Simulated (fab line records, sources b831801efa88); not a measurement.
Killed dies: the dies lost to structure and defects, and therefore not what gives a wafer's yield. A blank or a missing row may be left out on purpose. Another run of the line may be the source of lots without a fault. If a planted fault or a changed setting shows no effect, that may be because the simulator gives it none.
Which of the tools did it? + flow gf180mcu + 12 lots, 36 wafers sampled, at 4 steps of a route of 602

WHAT THE GAUGES SHOWED, per wafer
GF_VT_IMPLANT_OVL_MEAS_29.
| lot  | measured     | on         | VT_IMPLANT_02_OVL (nm) |
|------|--------------|------------|------------------------|
| L504 | day 7 04:20  | overlay-02 | -0.2 1.2 1.4           |
| L506 | day 7 17:38  | overlay-02 | 0.5 -1.8 -0.6          |
| L508 | day 8 03:39  | overlay-01 | 1.3 1.1 1.1            |
| L509 | day 8 06:38  | overlay-02 | 0.7 1.0 0.9            |
| L511 | day 8 23:08  | overlay-01 | -0.7 0.2 0.6           |
| L512 | day 9 04:32  | overlay-01 | 0.8 0.6 -1.9           |
| L514 | day 9 19:44  | overlay-01 | 0.1 -1.2 -0.3          |
| L520 | day 11 10:23 | overlay-02 | 2.5 0.0 1.5            |
| L522 | day 11 21:39 | overlay-01 | 2.1 0.3 -0.2           |
| L523 | day 12 03:14 | overlay-02 | -0.9 2.4 -1.8          |
| L525 | day 12 17:26 | overlay-01 | -1.6 -0.4 -1.3         |
| L527 | day 13 03:52 | overlay-01 | -0.4 1.2 1.6           |

GF_HV_LDD_TW_MEAS_11.
| lot  | measured     | on            | HV_LDD_TW      |
|------|--------------|---------------|----------------|
| L504 | day 10 09:34 | film-metro-04 | 2403 2378 2385 |
| L506 | day 10 22:56 | film-metro-02 | 2424 2428 2420 |
| L508 | day 11 12:49 | film-metro-04 | 2374 2370 2377 |
| L509 | day 11 16:53 | film-metro-01 | 2401 2396 2398 |
| L511 | day 12 11:03 | film-metro-01 | 2380 2397 2396 |
| L512 | day 12 17:54 | film-metro-01 | 2385 2396 2394 |
| L514 | day 13 15:27 | film-metro-02 | 2439 2436 2426 |
| L520 | day 15 03:31 | film-metro-04 | 2375 2380 2373 |
| L522 | day 15 22:01 | film-metro-04 | 2366 2368 2386 |
| L523 | day 15 23:52 | film-metro-01 | 2394 2382 2383 |
| L525 | day 16 15:01 | film-metro-04 | 2362 2355 2351 |
| L527 | day 17 02:03 | film-metro-04 | 2356 2366 2362 |

GF_HV_LDD_THK_MEAS_57.
| lot  | measured     | on            | HV_LDD_CVD_56_THK (nm) |
|------|--------------|---------------|------------------------|
| L504 | day 12 23:29 | film-metro-01 | 90.7 90.2 91.3         |
| L506 | day 13 13:55 | film-metro-02 | 90.8 89.5 90.8         |
| L508 | day 14 05:16 | film-metro-01 | 91.6 91.2 90.4         |
| L509 | day 14 08:09 | film-metro-04 | 88.8 88.7 87.5         |
| L511 | day 15 05:33 | film-metro-04 | 88.9 88.5 88.6         |
| L512 | day 15 11:49 | film-metro-02 | 88.5 88.2 89.4         |
| L514 | day 16 11:52 | film-metro-02 | 90.3 89.9 90.4         |
| L520 | day 18 03:53 | film-metro-01 | 60.2 61.0 60.9         |
| L522 | day 19 00:19 | film-metro-04 | 59.6 60.0 59.9         |
| L523 | day 19 04:43 | film-metro-04 | 89.9 89.9 90.3         |
| L525 | day 19 18:38 | film-metro-04 | 89.6 89.4 90.0         |
| L527 | day 20 06:01 | film-metro-04 | 89.9 90.1 89.1         |

WHICH TOOL RAN EACH LOT (tool, then ch and the chambers of the sampled wafers, then the start)
| lot  | GF_HV_LDD_CVD_56            |
|------|-----------------------------|
| L504 | lpcvd-02 ch 0, day 12 22:02 |
| L506 | lpcvd-02 ch 1, day 13 11:46 |
| L508 | lpcvd-01 ch 0, day 14 03:49 |
| L509 | lpcvd-02 ch 1, day 14 06:43 |
| L511 | lpcvd-02 ch 0, day 15 04:07 |
| L512 | lpcvd-02 ch 0, day 15 10:23 |
| L514 | lpcvd-01 ch 1, day 16 09:44 |
| L520 | lpcvd-02 ch 1, day 18 02:26 |
| L522 | lpcvd-02 ch 0, day 18 22:52 |
| L523 | lpcvd-01 ch 1, day 19 02:33 |
| L525 | lpcvd-01 ch 0, day 19 16:28 |
| L527 | lpcvd-01 ch 0, day 20 04:35 |
- GF_HV_LDD_CVD_56: deposits Si3N4 from DCS/NH3, target thk 90 nm, time 1543 s.

AS READ BY THE TOOLS THEMSELVES (means over the sampled wafers that have a number; for cases with no such wafer, the mark the record gives instead)
GF_HV_LDD_CVD_56.
| lot  | tool     | spike-tc-bottom-C (C) | spike-tc-centre-C (C) | spike-tc-lower-C (C) | spike-tc-top-C (C) | spike-tc-upper-C (C) | susceptor-temp-C (C) |
|------|----------|-----------------------|-----------------------|----------------------|--------------------|----------------------|----------------------|
| L504 | lpcvd-02 | 790                   | 770.9                 | 772.5                | 790                | 769.1                | 770.0                |
| L506 | lpcvd-02 | 788                   | 770.8                 | 769.8                | 782                | 769.6                | 770.5                |
| L508 | lpcvd-01 | 794                   | 769.3                 | 771.6                | 783                | 770.7                | 770.0                |
| L509 | lpcvd-02 | 788                   | 770.3                 | 770.2                | 782                | 769.8                | 770.4                |
| L511 | lpcvd-02 | 791                   | 769.0                 | 772.8                | 789                | 769.9                | 769.7                |
| L512 | lpcvd-02 | 790                   | 769.6                 | 772.3                | 790                | 769.4                | 769.5                |
| L514 | lpcvd-01 | 786                   | 770.3                 | 772.8                | 782                | 771.1                | 770.0                |
| L520 | lpcvd-02 | 768                   | 750.0                 | 748.2                | 763                | 749.0                | 749.5                |
| L522 | lpcvd-02 | 770                   | 749.8                 | 751.4                | 770                | 749.4                | 749.7                |
| L523 | lpcvd-01 | 785                   | 771.6                 | 772.0                | 783                | 771.6                | 770.1                |
| L525 | lpcvd-01 | 794                   | 769.8                 | 770.4                | 784                | 769.6                | 769.9                |
| L527 | lpcvd-01 | 794                   | 770.0                 | 771.3                | 785                | 770.2                | 770.0                |

THE ANSWER, worked out from the rows above alone
Rule: usual is defined by the lots themselves. The widest of any qualifying gaps counts: lots, ordered by their means at a reading, are off when they make up no more than a third of the lots, leave a main group of 4 or more, and stand apart from it by 3 or more times the standard deviation of that group's means. Not used: any main group whose means are identical at the precision the tables above print for the reading. Also off: a lot with no number at a reading for which 4 or more lots have one. Any other lot the step has rows for is counted as sound. The gauges are gone through in route order, then the tools' own readings, and for those a lot's mean is taken as printed above. The first step at which some lot is off is used, and at that step the reading that is off furthest; a lot without a number counts as furthest.
Off: L520, L522, at GF_HV_LDD_THK_MEAS_57 (HV_LDD_CVD_56_THK). For the main group the mean is 89.7 nm and the standard deviation 0.87.
If a tool, at a process step before that reading, ran all the lots that are off and no sound lot after the first of them, it fits. Not tried: the gauges at GF_HV_LDD_THK_MEAS_57; whatever is off there is also off at GF_HV_LDD_CVD_56, on other tools, and gauge error can't account for it. One fits: GF_HV_LDD_CVD_56 on lpcvd-02. A fault onset in the window from L512 (day 15 10:23, its last sound lot) to L520 (day 18 02:26, its first lot off) fits.
The tool's own readings at GF_HV_LDD_CVD_56 bear it out: on the lots that are off they differ by more than 5 times the standard deviation of the sound lots' means. spike-tc-bottom-C reads 769 C there against 790 C on the sound lots; spike-tc-centre-C reads 749.9 C there against 770.2 C on the sound lots; spike-tc-lower-C reads 749.8 C there against 771.6 C on the sound lots; spike-tc-top-C reads 766 C there against 785 C on the sound lots; spike-tc-upper-C reads 749.2 C there against 770.1 C on the sound lots; susceptor-temp-C reads 749.6 C there against 770.0 C on the sound lots.

WHAT THE SIMULATOR PUT IN
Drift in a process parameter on lpcvd-02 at GF_HV_LDD_CVD_56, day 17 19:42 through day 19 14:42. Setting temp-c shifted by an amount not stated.
Struck lots among those shown: L520, L522. Same finding as the rule above.
